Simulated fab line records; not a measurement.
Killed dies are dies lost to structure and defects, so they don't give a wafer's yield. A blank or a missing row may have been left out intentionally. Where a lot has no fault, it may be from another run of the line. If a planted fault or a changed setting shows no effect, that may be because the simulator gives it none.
Matching of chambers	flow gf180mcu	GF_V5_CMP_26 on cmp-02: 4 sister chambers
The step polishes, stops on SiO2, t overpolish 15 s, target thk 0 nm. 16 wafers are shown with their chamber, then 8 later ones without.

WAFERS WITH THEIR CHAMBER
wafer	chamber	motor-current-A (A)	time-to-endpoint-s (s)	overpolish-run-s (s)
L217.4	3	9.5	81	14.995
L217.5	2	9.6	83	15.006
L217.6	1	11.5	79	15.004
L230.1	1	11.7	81	15.004
L230.4	3	9.8	86	14.996
L230.5	0	11.4	91	14.996
L233.2	0	12.2	94	15.011
L233.3	3	9.3	86	15.004
L233.4	1	11.6	85	14.996
L234.3	2	9.6	90	14.994
L234.4	3	9.7	84	14.988
L234.5	3	9.9	84	14.996
L235.2	1	11.7	84	15.012
L235.3	0	11.7	87	14.985
L235.4	3	10.2	80	15.005
L236.1	1	11.5	80	15.001

SIGNATURES (means of the wafers above)
reading	chamber 0	chamber 1	chamber 2	chamber 3	scatter within a chamber
motor-current-A	11.767	11.600	9.600	9.733	0.268
time-to-endpoint-s	90.67	81.80	86.50	83.50	2.99
overpolish-run-s	14.99733	15.00340	15.00000	14.99733	0.00789
Rule: for a wafer and a chamber, the distance is found by dividing, reading by reading, the gap between the wafer's reading and the chamber's mean by the reading's scatter, squaring, summing and taking the root. If the next closest chamber is less than 2 further off than the closest, the wafer can't be placed; otherwise it belongs to the closest. The scatter: take each reading less its chamber's mean, square it, sum over the shown wafers, divide by the number of wafers less the number of chambers, and take the root.

WAFERS WITH NO CHAMBER GIVEN
wafer	motor-current-A (A)	time-to-endpoint-s (s)	overpolish-run-s (s)
L236.3	11.9	88	15.001
L236.5	11.7	86	15.015
L237.1	11.5	89	15.010
L237.4	11.6	84	14.983
L237.5	9.8	84	15.006
L240.1	9.3	83	14.983
L240.4	11.9	78	15.007
L240.5	10.1	79	14.996

THE CHAMBER EACH PASSED THROUGH
wafer	from the rows above	in truth
L236.3	can't be placed: 0 or 1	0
L236.5	can't be placed: 1 or 0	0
L237.1	can't be placed: 0 or 1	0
L237.4	can't be placed: 1 or 0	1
L237.5	can't be placed: 3 or 2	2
L240.1	can't be placed: 3 or 2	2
L240.4	1	1
L240.5	can't be placed: 3 or 2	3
Correct placement for 1 of the 8. Unplaceable from these rows: 7, with the true chamber sitting among the candidates in 7. Number placed wrongly: 0.
